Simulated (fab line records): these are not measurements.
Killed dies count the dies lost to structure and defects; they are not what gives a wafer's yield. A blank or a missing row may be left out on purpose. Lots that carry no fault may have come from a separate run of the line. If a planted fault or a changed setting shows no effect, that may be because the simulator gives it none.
Which tool is to blame? | flow gf180mcu | 12 lots, 36 wafers sampled, at 4 steps of a route of 602

WHAT THE GAUGES SHOWED, per wafer
GF_VT_IMPLANT_RS_MEAS_49: the measuring method here is four-point-probe. Usual: for MVPSD_RS the level is 1168.7 ohm/sq and the standard deviation is 2.7.
lot  | measured     | on            | MVPSD_RS (ohm/sq)    | flag
L686 | day 7 15:53  | film metro-04 | 1167.2 1168.3 1166.6 |
L687 | day 7 20:50  | film metro-03 | 1167.5 1172.1 1170.2 |
L689 | day 8 11:26  | film metro-03 | 1168.1 1169.5 1169.6 |
L690 | day 8 18:17  | film metro-03 | 1171.0 1165.5 1169.3 |
L691 | day 9 01:08  | film metro-01 | 1169.5 1167.2 1169.4 |
L696 | day 10 09:40 | film metro-03 | 1167.6 1170.2 1167.8 |
L697 | day 10 15:16 | film metro-04 | 1166.9 1167.7 1164.5 |
L698 | day 10 18:40 | film metro-04 | 1170.0 1166.9 1165.8 |
L702 | day 12 02:30 | film metro-01 | 1161.9 1164.1 1170.0 |
L707 | day 13 12:12 | film metro-01 | 1164.3 1164.8 1166.5 |
L708 | day 13 20:26 | film metro-03 | 1170.9 1170.7 1171.0 |
L709 | day 13 22:22 | film metro-03 | 1165.8 1166.2 1165.7 |

GF_POLY_GATE_CD_MEAS_10: target cd 280 nm. Usual: cd nm 280.2 nm, standard deviation 1.3.
lot  | measured     | on        | cd nm (nm)        | flag
L686 | day 9 06:26  | cd sem-01 | 282.2 282.6 281.8 |
L687 | day 9 13:20  | cd sem-02 | 280.0 280.2 279.0 |
L689 | day 10 05:06 | cd sem-01 | 280.4 280.5 280.6 |
L690 | day 10 11:17 | cd sem-02 | 281.1 282.4 281.6 |
L691 | day 10 17:32 | cd sem-02 | 280.9 279.8 279.9 |
L696 | day 12 05:03 | cd sem-02 | 279.2 277.5 278.7 |
L697 | day 12 10:45 | cd sem-01 | 267.0 265.3 265.6 | OFF
L698 | day 12 14:28 | cd sem-02 | 280.1 280.2 280.2 |
L702 | day 14 01:30 | cd sem-01 | 278.6 277.6 279.0 |
L707 | day 15 16:18 | cd sem-01 | 280.8 281.4 281.8 |
L708 | day 15 20:02 | cd sem-02 | 279.9 280.0 279.7 |
L709 | day 16 00:02 | cd sem-02 | 281.2 281.9 281.2 |

TOOL THAT RAN EACH LOT (tool first, then ch and the chambers of the sampled wafers, then the start)
lot  | GF_VT_IMPLANT_STRIP_31               | GF_POLY_GATE_EXPOSE_07
L686 | plasma asher-04 ch 0,1, day 6 22:58  | krf scanner-01 ch 0, day 8 22:24
L687 | plasma asher-02 ch 0,1, day 7 03:43  | krf scanner-01 ch 0, day 9 05:08
L689 | plasma asher-01 ch 0, day 7 18:40    | krf scanner-02 ch 0, day 9 20:47
L690 | plasma asher-04 ch 1, day 8 00:58    | krf scanner-02 ch 0, day 10 02:23
L691 | plasma asher-02 ch 0,1, day 8 08:03  | krf scanner-02 ch 0, day 10 08:31
L696 | plasma asher-01 ch 0,1, day 9 15:43  | krf scanner-01 ch 0, day 11 19:36
L697 | plasma asher-02 ch 0,1, day 9 20:46  | krf scanner-01 ch 0, day 12 01:10
L698 | plasma asher-02 ch 0,1, day 9 23:55  | krf scanner-01 ch 0, day 12 05:13
L702 | plasma asher-02 ch 0,1, day 11 07:31 | krf scanner-01 ch 0, day 13 15:06
L707 | plasma asher-02 ch 0,1, day 12 16:01 | krf scanner-01 ch 0, day 15 05:37
L708 | plasma asher-02 ch 1, day 12 23:10   | krf scanner-01 ch 0, day 15 09:20
L709 | plasma asher-04 ch 0, day 13 01:43   | krf scanner-02 ch 0, day 15 13:18
- GF_VT_IMPLANT_STRIP_31: strips in O2/N2.
- GF_POLY_GATE_EXPOSE_07: exposes mask Poly2, target cd 280 nm.

AS READ BY THE TOOLS THEMSELVES (means over the sampled wafers that have a number; for cases with no such wafer, the mark the record gives instead)
GF_VT_IMPLANT_STRIP_31. Usual: drypump motor current A 5.73 A, standard deviation 0.22; heater power w 314 W, standard deviation 32; n2 flow sccm 300.0 sccm, standard deviation 0.84; oes product au 0.716 a.u., standard deviation 0.0045; strip time to endpoint s 12.61 s, standard deviation 0.037.
lot  | tool            | drypump motor current A (A) | heater power w (W) | n2 flow sccm (sccm) | oes product au (a.u.) | strip time to endpoint s (s) | flag
L686 | plasma asher-04 | 6.06                        | 273                | 299.7               | 0.717                 | 12.65                        |
L687 | plasma asher-02 | 5.60                        | 315                | 300.2               | 0.713                 | 12.57                        |
L689 | plasma asher-01 | 5.92                        | 326                | 299.9               | 0.713                 | 12.59                        |
L690 | plasma asher-04 | 5.70                        | 327                | 300.0               | 0.719                 | 12.54                        |
L691 | plasma asher-02 | 5.60                        | 319                | 299.5               | 0.715                 | 12.66                        |
L696 | plasma asher-01 | 5.81                        | 330                | 301.0               | 0.715                 | 12.64                        |
L697 | plasma asher-02 | 5.59                        | 308                | 299.5               | 0.719                 | 12.61                        |
L698 | plasma asher-02 | 5.59                        | 317                | 299.5               | 0.714                 | 12.67                        |
L702 | plasma asher-02 | 5.61                        | 311                | 299.7               | 0.715                 | 12.63                        |
L707 | plasma asher-02 | 5.61                        | 316                | 300.5               | 0.717                 | 12.61                        |
L708 | plasma asher-02 | 5.61                        | 310                | 300.5               | 0.715                 | 12.64                        |
L709 | plasma asher-04 | 6.26                        | 240                | 299.6               | 0.723                 | 12.65                        |

THE ANSWER, worked out from the rows above alone
Rule: take the mean of a lot's wafers that have a number; if it is more than 3 standard deviations from the usual mean, the lot is off. Also off: a lot with no number at a reading for which 4 or more lots have one. Any other lot the step has rows for is counted as sound. The gauges are gone through in route order, then the tools' own readings, and for those a lot's mean is taken as printed above. At the first step where some lot is off, the reading lying furthest off is the one used; lots without a number count as furthest.
Off: L697 (GF_POLY_GATE_CD_MEAS_10, cd nm).
If a tool, at a process step before that reading, ran all the lots that are off and no sound lot after the first of them, it fits. Gauges at GF_POLY_GATE_CD_MEAS_10: tried the same way as those tools. None of those tried fits.

WHAT THE SIMULATOR HAD PUT IN
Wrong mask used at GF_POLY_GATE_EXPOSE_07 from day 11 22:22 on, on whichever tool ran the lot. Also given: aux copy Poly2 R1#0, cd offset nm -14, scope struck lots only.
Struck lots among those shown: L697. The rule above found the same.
